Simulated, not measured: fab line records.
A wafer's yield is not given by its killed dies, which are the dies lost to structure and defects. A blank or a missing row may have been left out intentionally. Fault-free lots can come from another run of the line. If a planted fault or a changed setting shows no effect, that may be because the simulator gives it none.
The tool behind it: which one? | flow gf180mcu | 42 wafers from 14 lots sampled at 3 of the route's 602 steps

## WHAT THE GAUGES SHOWED, per wafer
GF_HV_LDD_TW_MEAS_50.
lot  | measured     | on            | HV_LDD_4_TW
L895 | day 12 16:13 | film_metro-01 | 566 566 565
L897 | day 13 03:53 | film_metro-01 | 561 559 563
L898 | day 13 12:22 | film_metro-04 | 569 570 567
L899 | day 13 16:10 | film_metro-02 | 563 562 564
L900 | day 14 00:47 | film_metro-04 | 564 565 564
L901 | day 14 09:15 | film_metro-02 | 704 699 705
L906 | day 16 03:52 | film_metro-02 | 708 705 702
L908 | day 16 21:13 | film_metro-01 | 702 700 704
L912 | day 18 09:33 | film_metro-01 | 565 567 566
L913 | day 18 15:49 | film_metro-01 | 565 568 565
L914 | day 18 23:34 | film_metro-01 | 564 567 567
L915 | day 19 09:49 | film_metro-02 | 566 568 568
L916 | day 19 19:20 | film_metro-04 | 564 566 564
L918 | day 20 09:43 | film_metro-02 | 574 574 574

GF_V1_THK_MEAS_01.
lot  | measured     | on            | V1_CVD_00_THK (nm)
L895 | day 17 10:19 | film_metro-03 | 600 596 597
L897 | day 17 22:13 | film_metro-03 | 611 613 607
L898 | day 18 09:10 | film_metro-01 | 603 609 605
L899 | day 18 14:23 | film_metro-04 | 604 607 604
L900 | day 19 03:21 | film_metro-03 | 601 606 603
L901 | day 19 11:15 | film_metro-03 | 601 610 602
L906 | day 21 12:13 | film_metro-04 | 589 594 597
L908 | day 22 03:28 | film_metro-03 | 606 599 605
L912 | day 23 17:45 | film_metro-04 | 600 609 604
L913 | day 23 21:49 | film_metro-03 | 617 614 602
L914 | day 24 05:50 | film_metro-03 | 598 602 609
L915 | day 24 14:11 | film_metro-03 | 607 611 604
L916 | day 25 00:17 | film_metro-03 | 595 600 598
L918 | day 25 11:39 | film_metro-01 | 595 596 608

## TOOL THAT RAN EACH LOT (tool first, then ch and the chambers of the sampled wafers, then the start)
lot  | GF_HV_LDD_IMPLANT_48
L895 | implanter-01 ch 0, day 12 15:58
L897 | implanter-03 ch 0, day 13 03:40
L898 | implanter-02 ch 0, day 13 12:07
L899 | implanter-01 ch 0, day 13 15:55
L900 | implanter-03 ch 0, day 14 00:34
L901 | implanter-01 ch 0, day 14 08:43
L906 | implanter-03 ch 0, day 16 03:18
L908 | implanter-02 ch 0, day 16 20:38
L912 | implanter-03 ch 0, day 18 09:18
L913 | implanter-03 ch 0, day 18 15:35
L914 | implanter-01 ch 0, day 18 23:20
L915 | implanter-01 ch 0, day 19 09:34
L916 | implanter-03 ch 0, day 19 19:07
L918 | implanter-02 ch 0, day 20 09:28
- GF_HV_LDD_IMPLANT_48

## WHAT THE TOOLS THEMSELVES READ (means of the sampled wafers that have a number; where no wafer has one, the mark that the record gives instead)
The record holds no such reading with a usual standard deviation.

## THE ANSWER, worked out from the rows above alone
Rule: what is usual is taken from the lots themselves. Put in order of their means at a reading, lots are off if they are a third of the lots or fewer, leave a main group of 4 or more, and stand apart from it by a gap of 3 or more times the standard deviation of the main group's means; of several such gaps the widest counts. If all means in a main group match to the digits the tables above print for the reading, that group is not used. A lot without any number at a reading at which 4 lots or more have one is off too. The other lots that the step has rows for count as sound. Order of review: gauges by route order, followed by the tools' own readings, for which a lot's mean as printed above is used. The first step at which some lot is off is used, and at that step the reading that is off furthest; a lot without a number counts as furthest.
Off: L901, L906, L908, seen at GF_HV_LDD_TW_MEAS_50 (HV_LDD_4_TW). The main group: mean 566, standard deviation 3.2.
If a tool, at a process step before that reading, ran all the lots that are off and no sound lot after the first of them, it fits. The gauges at GF_HV_LDD_TW_MEAS_50 are tried like those tools. Of those tried, none fits.

## WHAT HAD BEEN PUT IN BY THE SIMULATOR
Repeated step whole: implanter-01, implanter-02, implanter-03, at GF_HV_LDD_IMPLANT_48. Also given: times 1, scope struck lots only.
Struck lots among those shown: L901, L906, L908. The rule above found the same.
